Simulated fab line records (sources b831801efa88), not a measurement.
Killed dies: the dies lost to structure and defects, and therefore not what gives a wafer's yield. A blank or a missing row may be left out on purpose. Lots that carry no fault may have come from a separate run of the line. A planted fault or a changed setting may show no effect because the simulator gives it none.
A struck lot beside a sound one -- flow sky130 -- 15 out of 708 route steps
Sound: wafers L881.3, L881.5, L881.6. The struck wafers were L889.1, L889.3, L889.6. At the end, the cause is stated.
At each step with rows: each side's tool, then ch and its chambers, then its first start. Under that, the readings that differ: sound wafers -- struck wafers -- difference of the means -- sigmas: that difference in standard deviations of wafers without a fault.
alike: same words and numbers on both sides, and readings whose means sit less than 2 such deviations apart. not compared: any withheld reading, any reading some wafer has no value for, any bound like >300 that may hide the same value, and any number with overlapping values for which the record gives no deviation.
The two part at a step that has a row with sigmas, a row that says differs or no value, or rows on one side only. When numbers do not overlap yet have no deviation, they are printed without sigmas and do not part them. Lack of a reading on every wafer of one side parts them only where that side has two or more wafers.

SKY_SPACER_THK_MEAS_01:
  sound: filmMetro-01 at day 23 13:29; struck: filmMetro-04 at day 27 19:11
  alike: SPACER_CVD_00_THK
SKY_SPACER_ETCHBACK_02: etches Si3N4 in CH3F/O2, stops on SiO2, time 46.7 s, target depth 45 nm.
  sound on rieDiel-04 ch 0,1, day 23 13:34; struck on rieDiel-02 ch 1,3, day 27 19:15
  alike: O2_flow_sccm, drypumpMotorCurrentA, oesProductAu, throttleValvePct
  not compared: rfHoursCounterH
then, 8 steps without rows for these wafers: SKY_POLY_CUT_DEHYDRATE_00 (time 60 s); SKY_POLY_CUT_HMDS_01 (prime time 60 s); SKY_POLY_CUT_COAT_02 (resist thk 60 nm); SKY_POLY_CUT_COAT_03 (resist thk 450 nm); SKY_POLY_CUT_SOFTBAKE_04 (time 88.54 s); SKY_POLY_CUT_EXPOSE_05 (exposes mask NPCM, target cd 270 nm); SKY_POLY_CUT_PEB_06; SKY_POLY_CUT_DEVELOP_07 (develop time 60 s).
SKY_POLY_CUT_CD_MEAS_08 targets a cd of 270 nm.
  sound: cdSem-02 at day 24 19:47; struck: cdSem-01 at day 28 23:22
  alike: cdNm
SKY_POLY_CUT_OVL_MEAS_09:
  sound: overlay-01 at day 24 19:53; struck: overlay-02 at day 28 23:29
  alike: POLY_CUT_OVL
SKY_POLY_CUT_ETCH_10: etches BARC in N2/H2, stops on SiO2, time 45.9 s, target depth 60 nm.
  sound on rieDiel-03 ch 0,1,3, day 24 19:54; struck on rieDiel-03 ch 0,2,3, day 28 23:31
  no value came back on the struck wafers for any of 5 readings (biasW (W), chamberPressureMTorr (mTorr) and others); on the sound wafers biasW (W) reads 100.0 100.1 99.8
reading,sound,struck,difference,sigmas
model.KrF-thick_of_POLY_CUT_COAT_03.thkNm (nm),405.1 405.8 406.9,435.8 436.9 437.6,+30.8,
  not compared: rfHoursCounterH
SKY_POLY_CUT_ETCH_11: etches Si3N4 in CF4/CH2F2/Ar, stops on poly-Si, time 42.5 s, target depth 60 nm.
  sound on rieDiel-03 ch 0,1,3, day 24 19:56; struck on rieDiel-03 ch 0,2,3, day 28 23:34
reading,sound,struck,difference,sigmas
oesProductAu (a.u.),0.831 0.826 0.823,0.378 0.379 0.376,-0.449,-69
throttleValvePct (%),14.990 15.000 14.989,14.947 14.956 14.942,-0.045,-5
  alike: biasW, cf4FlowSccm, drypumpMotorCurrentA
  not compared: rfHoursCounterH
SKY_POLY_CUT_STRIP_12: strips in O2/N2.
  sound on plasmaAsher-03 ch 0,1, day 24 20:01; struck on plasmaAsher-02 ch 0,1, day 28 23:37
reading,sound,struck,difference,sigmas
stripTimeToEndpointS (s),5.307 5.343 5.358,5.622 5.643 5.648,+0.302,+15
  alike: drypumpMotorCurrentA, oesProductAu
  not compared: rfHoursCounterH

## WHERE THEY PART
Earliest at SKY_POLY_CUT_ETCH_10; latest, in this record, at SKY_POLY_CUT_STRIP_12.

WHY: the cause the simulator had injected
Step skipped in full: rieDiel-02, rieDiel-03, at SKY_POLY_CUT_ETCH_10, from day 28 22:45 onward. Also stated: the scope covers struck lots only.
